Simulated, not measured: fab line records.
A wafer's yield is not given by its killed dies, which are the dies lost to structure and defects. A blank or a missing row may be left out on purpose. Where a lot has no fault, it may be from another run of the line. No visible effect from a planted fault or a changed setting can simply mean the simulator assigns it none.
A struck lot beside a sound one | flow sky130 | 14 steps out of a route of 708
Sound: wafers L727.3, L727.5, L727.6. Wafers struck: L735.2, L735.3, L735.4. The cause is named last.
For every step that has rows: the tool of each side, followed by ch and its chambers, followed by its first start. Under that, the readings that differ: sound wafers | struck wafers | difference of the means | sigmas: that difference in standard deviations of wafers without a fault.
alike: words and numbers the same on both sides, and readings whose means are apart by under 2 such deviations; not compared: readings that were withheld, readings missing a value for some wafer, numbers with overlapping values and no deviation given by the record, and bounds like >300 which may hide the same value.
A row with sigmas, a row that says differs or no value, or rows on one side alone: a step with any of these is where the two part. Numbers that have no deviation but don't overlap get no sigmas and don't part them. Lack of a reading on every wafer of one side parts them only where that side has two or more wafers.

SKY_RES_PROTECT_STRIP_07: strips in O2/N2.
  sound on plasmaAsher-02 ch 0,1, day 20 21:07; struck on plasmaAsher-04 ch 0,1, day 23 00:38
  alike: drypumpMotorCurrentA, n2FlowSccm, oesProductAu, stripTimeToEndpointS
  not compared: rfHoursCounterH
SKY_RES_PROTECT_TW_MEAS_08:
  sound on filmMetro-04 at day 20 21:12; struck on filmMetro-04 at day 23 00:44
  alike: POLY_GATE_TW
then, 2 steps without rows for these wafers: SKY_RES_PROTECT_CLEAN_09 (cleans in SC1/SC2, time 150 s); SKY_POLY_GATE_CVD_03 (deposits Si3N4 from DCS/NH3, target thk 75 nm, time 1290 s).
SKY_POLY_GATE_THK_MEAS_04:
  sound on filmMetro-02 at day 21 00:13; struck on filmMetro-03 at day 23 04:04
  alike: POLY_GATE_CVD_03_THK
then, 7 steps without rows for these wafers: SKY_POLY_GATE_DEHYDRATE_05 (time 60 s); SKY_POLY_GATE_HMDS_06 (prime time 60 s); SKY_POLY_GATE_COAT_07 (resist thk 110 nm); SKY_POLY_GATE_COAT_08 (resist thk 450 nm); SKY_POLY_GATE_SOFTBAKE_09 (time 90 s); SKY_POLY_GATE_EXPOSE_10 (exposes mask P1M, target cd 150 nm); SKY_POLY_GATE_PEB_11.
SKY_POLY_GATE_DEVELOP_12: develop time 60 s.
  struck on lithoTrack-01, day 24 09:00; sound on lithoTrack-01 ch 0, day 22 06:00
  no value came back on the struck wafers for chillPlateTempC (C), developTimeS (s); on the sound wafers chillPlateTempC (C) reads 23.06 23.10 23.01
reading                                         | sound           | struck            | difference | sigmas
model.KrF-thick_of_POLY_GATE_COAT_08.thkNm (nm) | 436.2 436 437.6 | 451.2 450.6 449.3 | +13.8      | 
SKY_POLY_GATE_CD_MEAS_13: target cd 150 nm.
  sound on cdSem-01 at day 22 06:33; struck on cdSem-02 at day 24 10:02
reading   | sound             | struck | difference                    | sigmas
cdNm (nm) | 147.9 149.2 146.4 | - - -  | no value on the struck wafers | 

## WHERE THEY PART
First at SKY_POLY_GATE_DEVELOP_12; last, within this record, at SKY_POLY_GATE_CD_MEAS_13.

WHY: what the simulator had put in
Whole step skipped at SKY_POLY_GATE_DEVELOP_12 on lithoTrack-01, starting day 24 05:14. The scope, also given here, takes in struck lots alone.
